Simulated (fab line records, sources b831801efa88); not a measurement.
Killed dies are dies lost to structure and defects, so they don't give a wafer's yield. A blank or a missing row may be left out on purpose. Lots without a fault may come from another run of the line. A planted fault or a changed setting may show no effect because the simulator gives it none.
fab line records | flow sky130
record lots=7 wafers=21 last_day=50
route steps=708 shown VIA1@480 METAL2@483 PAD_OPEN@708
lots that met no fault: from a run of the same line without faults
start_h: hours from the record's first day to the start of the lot's first wafer shown | wait_h: hours since the lot's step before | " the same as in the row above | L1.1+2: a row that stands for several wafers | - no value, or no start given | * or withheld: withheld | < > ~ a bound
route shown NAME@n: a module of which the file shows steps, and the number in the route of the first | usual: mean/standard deviation of fault-free wafers | same: alike in all rows | chamber/n: place in a boat | sites: the reading at each site | _std_site: their standard deviation | _edge_site: outer sites' mean less inner sites' | radius_mm: how far each site lies from the wafer's centre | mask NAME#n: copy n | behind: the tool/chamber that last shaped the wafer | hold: why the lot was held/for how many hours/how that ended | device: the transistor (n, p or np) that didn't switch | end of line: the same wafers' tests at the end of the route | a step without rows: its recipe alone | killed: dies lost to structure and defects at the first sort, not the wafer's yield | map: a wafer's dies, x killed, . not, _ none there
set.NAME: the setting as run; set.NAME@STEP: as run at that earlier step | model.NAME: the simulator's own value behind a step, which no gauge read
lots at some steps of the route; a table a step, a row a wafer
services: from which hour (start_h, from the record's first day; less than 0 if before it) a tool's chamber was out of use, for how many hours, and why
## steps
# step SKY_VIA1_RS_MEAS_22
# recipe thk_meas_gauge=four-point-probe reads=W_of_VIA1_CVD_21+TiN_of_VIA1_SPUTTER_20
# usual VIA1_W_RS=0.430/0.0036
# columns lot.wafer tool chamber start_h wait_h VIA1_W_RS[ohm/sq]
L113.3 film_metro-02 - 867.05 0.1 0.430
L113.5 " - " " 0.428
L113.6 " - " " 0.424
L116.1 film_metro-02 - 881.44 0.1 0.428
L116.2 " - " " 0.428
L116.5 " - " " 0.429
L117.1 film_metro-03 - 899.35 0.1 0.428
L117.2 " - " " 0.431
L117.5 " - " " 0.435
L118.1 film_metro-02 - 906.41 0.1 0.430
L118.3 " - " " 0.436
L118.5 " - " " 0.433
L119.1 film_metro-03 - 917.16 0.1 0.435
L119.4 " - " " 0.433
L119.6 " - " " 0.430
L120.1 film_metro-03 - 917.85 0.1 0.434
L120.2 " - " " 0.435
L120.4 " - " " 0.429
L127.1 film_metro-02 - 976.52 0.1 0.428
L127.3 " - " " 0.428
L127.6 " - " " 0.429
# step SKY_VIA1_THK_MEAS_23
# recipe thk_meas_gauge=xrf reads=W_of_VIA1_CVD_21
# usual VIA1_W_THK=261/3.4
# columns lot.wafer tool chamber start_h wait_h VIA1_W_THK[nm]
L113.3 film_metro-02 - 867.15 0.1 258
L113.5 " - " " 259
L113.6 " - " " 262
L116.1 film_metro-02 - 881.56 0.1 260
L116.2 " - " " 258
L116.5 " - " " 259
L117.1 film_metro-03 - 899.47 0.1 268
L117.2 " - " " 265
L117.5 " - " " 265
L118.1 film_metro-02 - 906.53 0.1 259
L118.3 " - " " 252
L118.5 " - " " 258
L119.1 film_metro-03 - 917.28 0.1 261
L119.4 " - " " 263
L119.6 " - " " 265
L120.1 film_metro-03 - 917.97 0.1 260
L120.2 " - " " 262
L120.4 " - " " 266
L127.1 film_metro-02 - 976.64 0.1 258
L127.3 " - " " 261
L127.6 " - " " 262
# step SKY_VIA1_CMP_24
# recipe stop_on=SiO2 t_overpolish_s=15 down_force_psi=3.5 platen_rpm=60 target_thk_nm=0 pad_velocity_m_s=0.94248
# usual motor_current_A=10.8/0.84 overpolish_run_s=15.001/0.0095 slurry_filter_dp_kPa=13.51/0.14 time_to_endpoint_s=66.2/2.6
# columns lot.wafer tool chamber start_h wait_h motor_current_A overpolish_run_s slurry_filter_dp_kPa time_to_endpoint_s
L113.3 cmp-01 0 867.34 0.2 10.1 14.992 13.35 67.5
L113.6 " 1 " " 10.5 15.016 13.55 65.7
L113.5 " 2 " " 10.1 15.002 13.29 65.2
L116.1 cmp-01 3 881.62 0.1 10.0 14.997 13.59 65.6
L116.2 " 2 " " 10.8 15.011 13.38 66.9
L116.5 " 0 " " 10.5 14.998 13.67 67.0
L117.2 cmp-02 1 899.58 0.1 11.4 15.005 13.46 65.6
L117.1 " 3 " " 9.1 15.010 13.25 64.6
L117.5 " 0 " " 12.8 14.989 13.43 62.4
L118.3 cmp-02 3 906.64 0.1 9.3 15.008 13.55 63.9
L118.1 " 1 " " 11.0 14.998 13.31 69.0
L118.5 " 2 " " 11.8 15.011 13.53 65.6
L119.4 cmp-02 2 917.39 0.1 11.7 14.984 13.72 71.4
L119.1 " 3 " " 9.2 15.003 13.48 72.9
L119.6 " 2 " " 11.5 15.015 13.53 71.6
L120.2 cmp-02 2 918.03 0.0 11.4 15.011 13.61 66.8
L120.1 " 0 " " 12.1 14.998 13.62 65.7
L120.4 " 1 " " 11.8 15.009 13.36 65.6
L127.1 cmp-01 1 976.82 0.2 10.6 14.998 13.25 64.2
L127.3 " 3 " " 10.6 15.013 13.39 64.3
L127.6 " 1 " " 10.8 14.997 13.24 62.3
# step SKY_METAL2_SPUTTER_00
# recipe material=Ti target_thk_nm=15 power_w=3000 time_s=10 chamber_pressure_pa=0.4
# usual throttle_valve_pct=30.2/0.89
# same time_s=10
# columns lot.wafer tool chamber start_h wait_h throttle_valve_pct
L113.3 pvd_sputter-04 - 867.49 0.1 30.6
L113.5 " - " " 30.6
L113.6 " - " " 30.6
L116.1 pvd_sputter-04 - 881.92 0.2 30.6
L116.2 " - " " 30.8
L116.5 " - " " 30.9
L117.1 pvd_sputter-04 - 899.83 0.1 30.8
L117.2 " - " " 30.8
L117.5 " - " " 30.6
L118.1 pvd_sputter-02 - 906.89 0.1 30.6
L118.3 " - " " 29.4
L118.5 " - " " 28.9
L119.1 pvd_sputter-04 - 917.64 0.1 31.1
L119.4 " - " " 28.8
L119.6 " - " " 30.8
L120.1 pvd_sputter-02 - 918.33 0.1 29.4
L120.2 " - " " 30.9
L120.4 " - " " 30.6
L127.1 pvd_sputter-02 - 977.12 0.2 29.1
L127.3 " - " " 30.7
L127.6 " - " " 29.3
# step SKY_METAL2_SPUTTER_01
# recipe material=TiN target_thk_nm=20 power_w=6500 time_s=16.7 chamber_pressure_pa=0.3883
# step SKY_METAL2_SPUTTER_02
# recipe material=AlCu target_thk_nm=250 power_w=10600 time_s=13.3 chamber_pressure_pa=0.4
# usual throttle_valve_pct=30.3/0.9
# same time_s=13.3
# columns lot.wafer tool chamber start_h wait_h throttle_valve_pct
L113.3 pvd_sputter-04 - 867.54 0.0 30.6
L113.5 " - " " 30.7
L113.6 " - " " 31.2
L116.1 pvd_sputter-04 - 881.97 0.0 30.8
L116.2 " - " " 31.2
L116.5 " - " " 30.9
L117.1 pvd_sputter-04 - 899.88 0.0 30.9
L117.2 " - " " 30.6
L117.5 " - " " 30.7
L118.1 pvd_sputter-02 - 906.94 0.0 30.8
L118.3 " - " " 29.5
L118.5 " - " " 29.0
L119.1 pvd_sputter-04 - 917.69 0.0 31.0
L119.4 " - " " 28.8
L119.6 " - " " 31.1
L120.1 pvd_sputter-02 - 918.37 0.0 29.0
L120.2 " - " " 30.7
L120.4 " - " " 30.7
L127.1 pvd_sputter-02 - 977.17 0.0 28.9
L127.3 " - " " 30.9
L127.6 " - " " 29.5
# step SKY_METAL2_SPUTTER_03
# recipe material=Ti target_thk_nm=5 power_w=3000 time_s=3.3 chamber_pressure_pa=0.4
# step SKY_METAL2_SPUTTER_04
# recipe material=TiN target_thk_nm=70 power_w=6500 time_s=58.3 chamber_pressure_pa=0.4
# step SKY_METAL2_RS_MEAS_05
# recipe thk_meas_gauge=four-point-probe reads=TiN_of_METAL2_SPUTTER_04+Ti_of_METAL2_SPUTTER_03+AlCu_of_METAL2_SPUTTER_02+TiN_of_METAL2_SPUTTER_01+Ti_of_METAL2_SPUTTER_00
# usual METAL2_ALCU_RS=0.1267/0.0009
# columns lot.wafer tool chamber start_h wait_h METAL2_ALCU_RS[ohm/sq]
L113.3 film_metro-03 - 867.67 0.1 0.1265
L113.5 " - " " 0.1279
L113.6 " - " " 0.1273
L116.1 film_metro-01 - 882.06 0.0 0.1278
L116.2 " - " " 0.1268
L116.5 " - " " 0.1269
L117.1 film_metro-03 - 899.97 0.0 0.1262
L117.2 " - " " 0.1265
L117.5 " - " " 0.1255
L118.1 film_metro-01 - 907.03 0.0 0.1288
L118.3 " - " " 0.1276
L118.5 " - " " 0.1279
L119.1 film_metro-04 - 917.78 0.0 0.1261
L119.4 " - " " 0.1261
L119.6 " - " " 0.1262
L120.1 film_metro-01 - 918.47 0.0 0.1270
L120.2 " - " " 0.1272
L120.4 " - " " 0.1273
L127.1 film_metro-03 - 977.26 0.0 0.1260
L127.3 " - " " 0.1275
L127.6 " - " " 0.1269
# step SKY_METAL2_THK_MEAS_06
# recipe thk_meas_gauge=xrf reads=AlCu_of_METAL2_SPUTTER_02
# usual METAL2_ALCU_THK=251.2/2.4
# columns lot.wafer tool chamber start_h wait_h METAL2_ALCU_THK[nm]
L113.3 film_metro-03 - 867.77 0.1 251.1
L113.5 " - " " 247.9
L113.6 " - " " 249.9
L116.1 film_metro-01 - 882.18 0.1 247.2
L116.2 " - " " 250.0
L116.5 " - " " 248.2
L117.1 film_metro-03 - 900.09 0.1 252.4
L117.2 " - " " 252.9
L117.5 " - " " 253.2
L118.1 film_metro-01 - 907.15 0.1 245.7
L118.3 " - " " 246.8
L118.5 " - " " 245.5
L119.1 film_metro-04 - 917.90 0.1 253.1
L119.4 " - " " 253.6
L119.6 " - " " 252.5
L120.1 film_metro-01 - 918.59 0.1 250.6
L120.2 " - " " 248.8
L120.4 " - " " 248.4
L127.1 film_metro-03 - 977.38 0.1 251.8
L127.3 " - " " 250.3
L127.6 " - " " 248.3
# step SKY_METAL2_DEHYDRATE_07
# recipe temp_c=200 time_s=60
# step SKY_METAL2_HMDS_08
# recipe prime_time_s=60 prime_temp_c=120
# step SKY_METAL2_COAT_09
# recipe resist=BARC temp_c=withheld time_s=withheld spin_rpm=3000 resist_thk_nm=60
# usual spin_speed_rpm=2999.8/2
# columns lot.wafer tool chamber start_h wait_h spin_speed_rpm
L113.3 litho_track-03 0 879.74 0.1 2998.3
L113.5 " 0 " " 2995.6
L113.6 " 0 " " 2997.7
L116.1 litho_track-04 0 895.16 0.1 2995.0
L116.2 " 0 " " 2999.1
L116.5 " 0 " " 2998.3
L117.1 litho_track-04 0 912.01 0.1 3105.4
L117.2 " 0 " " 3105.5
L117.5 " 0 " " 3106.4
L118.1 litho_track-04 0 919.36 0.1 3106.7
L118.3 " 0 " " 3104.8
L118.5 " 0 " " 3108.2
L119.1 litho_track-03 0 929.29 0.1 3002.8
L119.4 " 0 " " 3001.2
L119.6 " 0 " " 3000.4
L120.1 litho_track-04 0 930.61 0.1 3107.5
L120.2 " 0 " " 3105.1
L120.4 " 0 " " 3109.7
L127.1 litho_track-03 0 988.64 0.1 3000.7
L127.3 " 0 " " 2998.4
L127.6 " 0 " " 2998.3
# step SKY_METAL2_COAT_10
# recipe resist=KrF-thick spin_rpm=3000 resist_thk_nm=450
# step SKY_METAL2_SOFTBAKE_11
# recipe temp_c=100 time_s=90 resist=KrF-thick
# step SKY_METAL2_EXPOSE_12
# recipe mask_id=MM2 na=0.8 source_shape=annular sigma_inner=0.55 sigma_outer=0.85 target_cd_nm=140 dose_mj=28
# step SKY_METAL2_PEB_13
# recipe peb_temp_c=withheld peb_time_s=withheld resist=KrF-thick
# step SKY_METAL2_DEVELOP_14
# recipe develop_time_s=60 resist=KrF-thick dev_temp_c=21
# step SKY_METAL2_CD_MEAS_15
# recipe target_cd_nm=140
# usual cd_nm=140.0/1.6
# columns lot.wafer tool chamber start_h wait_h cd_nm
L113.3 cd_sem-02 - 893.23 - 140.9
L113.5 " - " " 140.5
L113.6 " - " " 141.8
L116.1 cd_sem-01 - 907.82 - 141.1
L116.2 " - " " 138.1
L116.5 " - " " 141.2
L117.1 cd_sem-01 - 924.97 - 141.6
L117.2 " - " " 142.9
L117.5 " - " " 141.9
L118.1 cd_sem-02 - 931.76 - 139.8
L118.3 " - " " 139.3
L118.5 " - " " 138.6
L119.1 cd_sem-02 - 941.41 - 138.5
L119.4 " - " " 138.8
L119.6 " - " " 139.9
L120.1 cd_sem-01 - 943.81 - 139.8
L120.2 " - " " 138.8
L120.4 " - " " 138.8
L127.1 cd_sem-02 - 1000.46 - 142.1
L127.3 " - " " 142.1
L127.6 " - " " 141.2
# step SKY_METAL2_OVL_MEAS_16
# usual METAL2_OVL=-1/6.7
# columns lot.wafer tool chamber start_h wait_h METAL2_OVL[nm]
L113.3 overlay-02 - 893.32 0.1 10
L113.5 " - " " 12
L113.6 " - " " 9
L116.1 overlay-01 - 907.94 0.1 -3
L116.2 " - " " 3
L116.5 " - " " 4
L117.1 overlay-02 - 925.09 0.1 -5
L117.2 " - " " 0
L117.5 " - " " 0
L118.1 overlay-01 - 931.88 0.1 -11
L118.3 " - " " -9
L118.5 " - " " -11
L119.1 overlay-02 - 941.53 0.1 -10
L119.4 " - " " -2
L119.6 " - " " -4
L120.1 overlay-01 - 943.93 0.1 12
L120.2 " - " " 10
L120.4 " - " " 4
L127.1 overlay-01 - 1000.58 0.1 3
L127.3 " - " " -2
L127.6 " - " " -5
# step SKY_METAL2_DESCUM_17
# recipe chemistry=O2 source_power_w=150 bias_power_w=0 pressure_mtorr=10 temp_c=40 time_s=8
# usual drypump_motor_current_A=5.8/0.58 oes_product_au=1.001/0.0078 temp_c=40.00/0.1
# same time_s=8
# columns lot.wafer tool chamber start_h wait_h drypump_motor_current_A oes_product_au rf_hours_counter_h temp_c
L113.3 rie_metal-01 0 893.36 0.0 6.4 1.010 - 40.03
L113.5 " 0 " " 6.4 1.009 - 40.04
L113.6 " 1 " " 6.5 0.991 - 39.99
L116.1 rie_metal-02 0 907.98 0.0 5.2 0.992 12 39.98
L116.2 " 1 " " 5.0 1.006 9 40.02
L116.5 " 1 " " 5.0 1.012 - 39.92
L117.1 rie_metal-01 0 925.13 0.0 6.4 1.004 17 40.10
L117.2 " 1 " " 6.4 0.995 10 39.92
L117.5 " 0 " " 6.4 1.008 - 39.93
L118.1 rie_metal-02 1 931.92 0.0 5.0 1.013 10 39.89
L118.3 " 1 " " 5.0 1.019 - 40.11
L118.5 " 1 " " 5.0 1.014 - 39.92
L119.1 rie_metal-02 1 941.57 0.0 5.1 1.013 11 39.98
L119.4 " 0 " " 5.2 0.988 - 39.94
L119.6 " 0 " " 5.2 0.992 - 39.99
L120.1 rie_metal-01 1 943.97 0.0 6.4 1.008 11 39.98
L120.2 " 0 " " 6.4 1.002 18 40.08
L120.4 " 0 " " 6.4 1.012 - 39.91
L127.1 rie_metal-02 1 1000.62 0.0 5.0 1.008 13 40.13
L127.3 " 0 " " 5.2 0.991 - 39.99
L127.6 " 0 " " 5.2 0.991 - 40.01
# step SKY_METAL2_ETCH_18
# recipe chemistry=N2/H2 target=BARC ion_energy_ev=200 bias_w=100 pressure_mtorr=30 n2_flow_sccm=100 h2_flow_sccm=200 icp_w=500 stop_on=SiO2 time_s=45.9 target_depth_a=600
# usual drypump_motor_current_A=5.8/0.58 oes_product_au=0.854/0.0049 throttle_valve_pct=13.225/0.0087
# same time_s=45.9
# columns lot.wafer tool chamber start_h wait_h drypump_motor_current_A oes_product_au rf_hours_counter_h throttle_valve_pct model.etch.depth_nm
L113.3 rie_metal-01 0 893.40 0.0 6.4 0.852 - 13.235 59.92
L113.5 " 0 " " 6.4 0.859 - 13.231 60.07
L113.6 " 1 " " 6.4 0.854 - 13.223 60.04
L116.1 rie_metal-02 0 908.01 0.0 5.2 0.850 12 13.221 59.87
L116.2 " 1 " " 5.0 0.855 9 13.222 59.9
L116.5 " 1 " " 5.0 0.856 - 13.230 59.84
L117.1 rie_metal-01 0 925.16 0.0 6.4 0.839 17 13.228 58.62
L117.2 " 1 " " 6.5 0.847 10 13.227 58.46
L117.5 " 0 " " 6.4 0.850 - 13.237 58.4
L118.1 rie_metal-02 1 931.96 0.0 5.0 0.843 10 13.225 58.83
L118.3 " 1 " " 5.0 0.843 - 13.220 58.76
L118.5 " 1 " " 5.0 0.843 - 13.211 58.65
L119.1 rie_metal-02 1 941.61 0.0 5.0 0.854 11 13.229 59.76
L119.4 " 0 " " 5.2 0.856 - 13.227 59.97
L119.6 " 0 " " 5.2 0.855 - 13.225 59.81
L120.1 rie_metal-01 1 944.00 0.0 6.5 0.843 11 13.233 58.73
L120.2 " 0 " " 6.4 0.840 18 13.221 58.81
L120.4 " 0 " " 6.4 0.845 - 13.218 58.64
L127.1 rie_metal-02 1 1000.65 0.0 5.1 0.868 13 13.245 60.27
L127.3 " 0 " " 5.2 0.842 - 13.227 60.12
L127.6 " 0 " " 5.2 0.858 - 13.219 60.1
# step SKY_METAL2_METAL_ETCH_19
# recipe target_depth_a=3600 stop_on=SiO2 over_etch_frac=0.3 time_s=78 chemistry=Cl2/BCl3 resist_sidewall_deg=88 pressure_mtorr=10 icp_w=900 bias_w=48.5 Cl2_flow_sccm=60 bcl3_flow_sccm=30
# usual bcl3_flow_sccm=30.00/0.088 drypump_motor_current_A=5.8/0.58 mfc_cl2_sccm=60.01/0.17 oes_product_au=0.855/0.0051 throttle_valve_pct=22.264/0.009
# same time_s=78
# columns lot.wafer tool chamber start_h wait_h bcl3_flow_sccm drypump_motor_current_A mfc_cl2_sccm oes_product_au rf_hours_counter_h throttle_valve_pct
L113.3 rie_metal-01 0 893.47 0.1 30.16 6.4 60.15 0.850 - 22.274
L113.5 " 0 " " 30.00 6.5 59.72 0.846 - 22.265
L113.6 " 1 " " 29.99 6.4 59.96 0.845 - 22.264
L116.1 rie_metal-02 0 908.07 0.0 29.93 5.2 60.03 0.851 12 22.280
L116.2 " 1 " " 30.03 5.0 60.13 0.853 9 22.256
L116.5 " 1 " " 29.86 5.0 60.13 0.850 - 22.260
L117.1 rie_metal-01 0 925.22 0.0 30.06 6.4 59.97 0.856 17 22.268
L117.2 " 1 " " 30.10 6.4 60.14 0.857 10 22.285
L117.5 " 0 " " 29.97 6.4 60.06 0.855 - 22.272
L118.1 rie_metal-02 1 932.04 0.1 29.96 5.1 60.33 0.852 10 22.277
L118.3 " 1 " " 30.17 5.0 60.14 0.845 - 22.268
L118.5 " 1 " " 30.00 5.0 60.19 0.857 - 22.270
L119.1 rie_metal-02 1 941.69 0.1 30.02 5.0 59.80 0.853 11 22.269
L119.4 " 0 " " 29.99 5.2 59.97 0.858 - 22.267
L119.6 " 0 " " 30.03 5.2 60.10 0.858 - 22.261
L120.1 rie_metal-01 1 944.06 0.0 29.92 6.4 60.11 0.852 11 22.269
L120.2 " 0 " " 29.98 6.4 60.17 0.859 18 22.252
L120.4 " 0 " " 29.86 6.4 60.14 0.850 - 22.262
L127.1 rie_metal-02 1 1000.71 0.0 29.93 5.0 60.08 0.847 13 22.265
L127.3 " 0 " " 29.95 5.2 60.23 0.849 - 22.260
L127.6 " 0 " " 29.88 5.2 60.10 0.856 - 22.263
# step SKY_PAD_OPEN_PROBE_99
# usual defect_limited_yield=82.6/2.1 killed_at_M0_to_M3=44/7.5 killed_at_M4_up=3.1/1.7 killed_at_contacts=24/6.2 killed_at_front_end=15/4.2 killed_at_other=0.4/0.58 killed_dies=85/10 killed_open=47/7.7 killed_short=38/6.4 sort_bin_3_pad_short=0.8/0.41 sort_bin_5_function=10.3/1.7 sort_bin_6_memory=6.2/1.1 sort_n_pass=407/10 sort_yield_pct=82.6/2.1
# same gross_dies=492 killed_at_back_side=0 sort_bin_4_leakage[%]=0 sort_bin_8_speed[%]=0
# columns lot.wafer tool chamber start_h wait_h defect_limited_yield[%] killed_at_M0_to_M3 killed_at_M4_up killed_at_contacts killed_at_front_end killed_at_other killed_dies killed_open killed_short sort_bin_3_pad_short[%] sort_bin_5_function[%] sort_bin_6_memory[%] sort_n_pass sort_yield_pct[%]
L113.3 prober-02 - 1130.00 0.2 80.5 48 5 30 13 0 96 53 43 1.0 11.2 7.3 396 80.5
L113.5 prober-02 - 1130.10 0.2 83.1 39 5 25 14 0 83 51 31 0.8 8.3 7.7 409 83.1
L113.6 prober-02 - 1130.15 0.2 82.5 41 6 26 11 2 86 44 42 0.8 9.1 7.5 406 82.5
L116.1 prober-01 - 1142.52 0.1 86.2 33 6 23 6 0 68 37 31 1.0 8.7 4.1 424 86.2
L116.2 prober-01 - 1142.57 0.1 85.0 34 3 25 12 0 74 42 31 0.4 9.3 5.3 418 85.0
L116.5 prober-01 - 1142.72 0.2 84.8 37 8 15 15 0 75 45 29 0.2 8.7 6.3 417 84.8
L117.1 prober-02 - 1154.13 0.1 81.9 46 3 31 8 1 89 48 41 0.6 10.8 6.7 403 81.9
L117.2 prober-02 - 1154.18 0.1 79.5 51 7 35 8 0 101 53 48 1.0 11.6 7.9 391 79.5
L117.5 prober-02 - 1154.33 0.2 81.7 37 6 35 12 0 90 61 29 0.6 12.4 5.3 402 81.7
L118.1 prober-01 - 1162.09 0.1 83.1 45 3 21 14 0 83 45 36 1.0 10.6 5.3 409 83.1
L118.3 prober-01 - 1162.19 0.2 80.7 43 1 33 17 1 95 47 46 1.4 12.4 5.5 397 80.7
L118.5 prober-01 - 1162.29 0.2 80.7 52 2 27 14 0 95 56 37 0.2 12.8 6.3 397 80.7
L119.1 prober-02 - 1166.18 0.1 81.1 52 5 21 15 0 93 48 45 1.2 10.2 7.5 399 81.1
L119.4 prober-02 - 1166.33 0.2 80.1 53 5 22 18 0 98 55 43 1.4 10.8 7.7 394 80.1
L119.6 prober-02 - 1166.43 0.2 75.8 58 4 42 15 0 119 74 45 0.6 16.5 7.1 373 75.8
L120.1 prober-01 - 1167.59 0.1 84.1 46 5 18 9 0 78 43 35 0.4 8.9 6.5 414 84.1
L120.2 prober-01 - 1167.64 0.1 82.7 59 0 17 9 0 85 38 47 1.2 11.2 4.9 407 82.7
L120.4 prober-01 - 1167.74 0.2 83.3 34 4 28 16 0 82 46 36 0.6 8.7 7.3 410 83.3
L127.1 prober-01 - 1207.99 0.1 78.9 64 1 24 15 0 104 55 49 1.0 13.8 6.3 388 78.9
L127.3 prober-01 - 1208.09 0.2 80.7 45 3 34 12 1 95 60 35 0.8 10.6 7.9 397 80.7
L127.6 prober-01 - 1208.24 0.2 82.7 39 3 26 17 0 85 46 39 0.8 10.0 6.5 407 82.7
# killed by level:class
L113.3 VIA1:geometric_particle:open=15 CONTACT:geometric_particle:open=14 LOCAL_INTERCONNECT:geometric_particle:short=8 METAL1:geometric_particle:short=8 VIA3:geometric_particle:open=8 VIA1:geometric_particle:short=6 METAL4:geometric_particle:short=5 POLY_GATE:geometric_particle:open=4
L113.5 VIA1:geometric_particle:open=10 LI_CONTACT:geometric_particle:open=8 CONTACT:geometric_particle:open=7 CONTACT:geometric_particle:short=5 VIA3:geometric_particle:short=5 VIA2:geometric_particle:open=5 VIA3:geometric_particle:open=5 VIA1:geometric_particle:short=4
L113.6 VIA1:geometric_particle:open=11 CONTACT:geometric_particle:open=9 LOCAL_INTERCONNECT:geometric_particle:short=6 CONTACT:geometric_particle:short=6 METAL2:geometric_particle:short=6 VIA2:geometric_particle:short=5 VIA3:geometric_particle:open=4 POLY_GATE:geometric_particle:open=3
L116.1 VIA1:geometric_particle:open=13 CONTACT:geometric_particle:open=8 LI_CONTACT:geometric_particle:open=6 METAL1:geometric_particle:short=5 LOCAL_INTERCONNECT:geometric_particle:short=4 VIA2:geometric_particle:open=4 METAL4:geometric_particle:short=4 POLY_GATE:geometric_particle:short=3
L116.2 VIA1:geometric_particle:open=13 LI_CONTACT:geometric_particle:open=12 METAL1:geometric_particle:short=7 CONTACT:geometric_particle:open=6 METAL2:geometric_particle:short=4 CONTACT:geometric_particle:short=4 VIA1:geometric_particle:short=3 FIELD_ISO:geometric_particle:open=2
L116.5 VIA1:geometric_particle:open=7 CONTACT:geometric_particle:open=6 METAL1:geometric_particle:short=6 VIA2:geometric_particle:open=6 METAL4:geometric_particle:short=5 VIA3:geometric_particle:open=5 FIELD_ISO:geometric_particle:open=4 LI_CONTACT:geometric_particle:open=4
L117.1 VIA1:geometric_particle:open=11 CONTACT:geometric_particle:open=10 METAL2:geometric_particle:short=10 VIA2:geometric_particle:open=8 LI_CONTACT:geometric_particle:open=7 FIELD_ISO:geometric_particle:short=6 LI_CONTACT:geometric_particle:short=5 CONTACT:geometric_particle:short=5
L117.2 CONTACT:geometric_particle:open=14 VIA1:geometric_particle:open=14 LI_CONTACT:geometric_particle:open=10 METAL2:geometric_particle:short=10 VIA1:geometric_particle:short=6 VIA2:geometric_particle:open=5 CONTACT:geometric_particle:short=5 POLY_GATE:geometric_particle:short=3
L117.5 CONTACT:geometric_particle:open=15 VIA1:geometric_particle:open=11 VIA2:geometric_particle:open=8 LI_CONTACT:geometric_particle:open=6 VIA3:geometric_particle:open=6 POLY_GATE:geometric_particle:open=5 LOCAL_INTERCONNECT:geometric_particle:short=5 VIA1:geometric_particle:short=5
L118.1 VIA1:geometric_particle:open=14 CONTACT:geometric_particle:open=7 METAL2:geometric_particle:short=7 CONTACT:geometric_particle:short=5 VIA3:geometric_particle:open=5 VIA2:geometric_particle:short=5 FIELD_ISO:geometric_particle:open=4 LI_CONTACT:geometric_particle:open=4
L118.3 CONTACT:geometric_particle:open=10 LOCAL_INTERCONNECT:geometric_particle:short=10 METAL2:geometric_particle:short=8 VIA3:geometric_particle:open=8 VIA2:geometric_particle:open=7 LI_CONTACT:geometric_particle:open=5 VIA1:geometric_particle:open=5 POLY_GATE:geometric_particle:open=4
L118.5 CONTACT:geometric_particle:open=13 VIA1:geometric_particle:open=12 METAL2:geometric_particle:short=9 LI_CONTACT:geometric_particle:open=7 VIA2:geometric_particle:open=7 VIA3:geometric_particle:open=7 VIA1:geometric_particle:short=5 FIELD_ISO:geometric_particle:open=4
L119.1 VIA1:geometric_particle:open=10 VIA2:geometric_particle:open=9 VIA3:geometric_particle:open=8 METAL2:geometric_particle:short=7 FIELD_ISO:geometric_particle:short=5 CONTACT:geometric_particle:short=5 CONTACT:geometric_particle:open=5 METAL1:geometric_particle:short=5
L119.4 VIA1:geometric_particle:open=15 LI_CONTACT:geometric_particle:open=10 METAL2:geometric_particle:short=9 CONTACT:geometric_particle:short=7 FIELD_ISO:geometric_particle:short=6 VIA2:geometric_particle:open=6 VIA3:geometric_particle:open=6 METAL1:geometric_particle:short=5
L119.6 CONTACT:geometric_particle:open=16 VIA1:geometric_particle:open=12 LI_CONTACT:geometric_particle:open=11 VIA2:geometric_particle:open=11 VIA3:geometric_particle:open=9 CONTACT:geometric_particle:short=6 VIA3:geometric_particle:short=6 FIELD_ISO:geometric_particle:open=5
L120.1 VIA1:geometric_particle:open=10 VIA3:geometric_particle:open=9 CONTACT:geometric_particle:open=8 METAL2:geometric_particle:short=7 VIA2:geometric_particle:open=5 METAL4:geometric_particle:short=5 LI_CONTACT:geometric_particle:open=4 CONTACT:geometric_particle:short=4
L120.2 VIA1:geometric_particle:open=9 CONTACT:geometric_particle:open=8 VIA1:geometric_particle:short=8 METAL1:geometric_particle:short=7 VIA2:geometric_particle:open=7 CONTACT:geometric_particle:short=6 METAL2:geometric_particle:short=6 METAL3:geometric_particle:short=6
L120.4 CONTACT:geometric_particle:open=13 VIA1:geometric_particle:open=10 METAL2:geometric_particle:short=8 POLY_GATE:geometric_particle:open=5 LOCAL_INTERCONNECT:geometric_particle:short=5 FIELD_ISO:geometric_particle:short=4 VIA2:geometric_particle:open=4 LI_CONTACT:geometric_particle:open=3
L127.1 VIA1:geometric_particle:open=11 VIA3:geometric_particle:open=10 VIA2:geometric_particle:open=9 METAL2:geometric_particle:short=9 LI_CONTACT:geometric_particle:open=8 CONTACT:geometric_particle:open=6 METAL1:geometric_particle:short=6 POLY_GATE:geometric_particle:short=5
L127.3 CONTACT:geometric_particle:open=20 VIA1:geometric_particle:open=10 VIA2:geometric_particle:open=10 LI_CONTACT:geometric_particle:open=6 METAL1:geometric_particle:short=5 VIA3:geometric_particle:open=5 POLY_GATE:geometric_particle:short=4 CONTACT:geometric_particle:short=4
L127.6 CONTACT:geometric_particle:open=13 VIA1:geometric_particle:open=9 VIA3:geometric_particle:open=8 POLY_GATE:geometric_particle:short=6 POLY_GATE:geometric_particle:open=5 VIA2:geometric_particle:open=5 CONTACT:geometric_particle:short=5 FIELD_ISO:geometric_particle:short=4
## services
# columns tool chamber start_h hours kind
cmp-02 - 844.74 3.4 pm
rie_metal-02 - 849.35 0.2 repair
cmp-02 - 852.67 2.3 repair
cmp-02 - 861.98 1.3 repair
cmp-01 - 873.83 3.1 repair
rie_metal-02 0 892.33 1.4 repair
rie_metal-01 - 902.07 1.4 pm
cmp-02 - 912.14 4.0 pm
cmp-02 - 916.14 - consumable_replace:conditioner
cmp-02 - 916.14 - consumable_replace:pad
pvd_sputter-04 0 917.78 - consumable_replace:kit
pvd_sputter-04 0 917.78 18.0 scheduled_down
pvd_sputter-04 0 917.78 18.0 vent_cycle
pvd_sputter-02 3 923.43 - consumable_replace:kit
pvd_sputter-02 3 923.43 18.0 scheduled_down
pvd_sputter-02 3 923.43 18.0 vent_cycle
pvd_sputter-04 - 937.41 8.7 repair
pvd_sputter-04 - 964.66 21.3 repair
pvd_sputter-02 - 965.46 5.1 repair
cmp-02 - 973.11 12.0 pm
cmp-01 - 984.86 1.3 repair
## key
first_sign step=SKY_METAL2_COAT_09 reading=spin_speed_rpm direction=up sigmas=53 usual=2999.8 struck=3106.6
effect none on later readings
model_effect step=SKY_METAL2_ETCH_18 value=etch.depth_nm without=59.7 struck=58.66
met_at SKY_METAL2_COAT_09
struck_wafers L117.1,L117.2,L117.5,L118.1,L118.3,L118.5,L120.1,L120.2,L120.4
onset_between 895.16 912.01
fault kind=process_parameter_drift tool=litho_track-04 chamber=- onset_h=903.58 steps=SKY_METAL2_COAT_09 channel=spin_rpm offset=107.36 shape=step end_h=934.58 acts_in=these_recipes_only stated=3000
